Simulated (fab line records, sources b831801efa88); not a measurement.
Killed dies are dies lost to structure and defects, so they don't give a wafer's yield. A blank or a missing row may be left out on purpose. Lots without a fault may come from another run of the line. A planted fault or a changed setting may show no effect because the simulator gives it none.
Problem report in the 8D (eight disciplines) form, filled by code | flow sfq_line | the parts of the form that need people (team, actions taken, sign-off) are left out

1. THE PROBLEM
oes_product_au at SFQ_TRILAYER_C5_ETCH_VIA_ETCH_154 reads a mean of 0.793 a.u. on 5 wafers of 2 lots; wafers without a fault read 0.895 a.u. with a standard deviation of 0.0086. That is -12 standard deviations from the usual mean.
The step: etches SiO2 in CHF3, stops on Nb, target depth 84 nm.
First seen on wafer L561.5, day 73 10:52, on rie_diel-03. The record holds 41 wafers of 14 lots with a number at this step. Rule for "out", or "out of limits": more than 4 standard deviations from the usual mean. The other wafers with a number count as sound.

2. WHAT IT IS AND WHAT IT IS NOT
question                    | is                       | is not
which readings at this step | oes_product_au           | drypump_motor_current_A, rf_fwd_power_W
which lots                  | L561, L563               | L554, L555, L557, L558, L566, L567, L568, L572, L573, L574, L575, L576
which wafers of those lots  | all that have a number   | -
read on which tools         | rie_diel-01, rie_diel-03 | rie_diel-02
when                        | from day 73 10:52        | up to then (12 sound wafers); but 24 sound wafers of L566, L567, L568, L572, L573, L574, L575, L576 came after

3. SUSPECTS, AND WHAT RULES EACH OUT
Counting: a tool at a process step up to the reading stays a suspect if it ran every lot that is out and no sound lot after the first of them.
- pecvd-04 at SFQ_TRILAYER_A5C_DEP_PECVD_142 (deposits SiO2 from SiH4/N2O, time 15.556 s, target thk 70 nm): kept. It ran every lot that is out, first L561 (day 63 12:17), and no sound lot after that; its last sound lot up to then is L558 (day 63 02:11).
Left after counting: pecvd-04 at SFQ_TRILAYER_A5C_DEP_PECVD_142.

4. THE CAUSE (what the simulator had put in)
Process parameter drift: pecvd-04, from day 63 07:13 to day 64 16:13, at SFQ_TRILAYER_A5C_DEP_PECVD_142. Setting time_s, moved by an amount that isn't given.
Counting left only this tool.

5. THE CHAIN OF EFFECTS, in route order
Each row: a reading whose mean over the struck wafers that have a number lies more than 3 standard deviations from the usual. Only readings for which the record gives a usual standard deviation are gone through. hours: the time from each lot's start at the first step in this table that gives one to its start at this step, as a median over the lots. sigmas: the change in usual standard deviations.
hours | step                              | reading        | usual      | on struck wafers | change | sigmas
0     | SFQ_TRILAYER_C5_ETCH_VIA_ETCH_154 | oes_product_au | 0.895 a.u. | 0.793            | -0.102 | -12
The process steps in it:
- SFQ_TRILAYER_C5_ETCH_VIA_ETCH_154: etches SiO2 in CHF3, stops on Nb, target depth 84 nm.
Readings that are blank on the struck wafers while sound wafers have them: rf_fwd_power_W at SFQ_TRILAYER_A5C_DEP_PECVD_142.

6. WHAT WOULD HAVE CAUGHT IT SOONER
In this record the first reading out of limits was taken at day 73 10:52, 244 hours after the fault began at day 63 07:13.
All the lots that are out (2) had begun SFQ_TRILAYER_A5C_DEP_PECVD_142 on pecvd-04 by day 73 10:52. A hold on the tool at that time would have spared none of them.
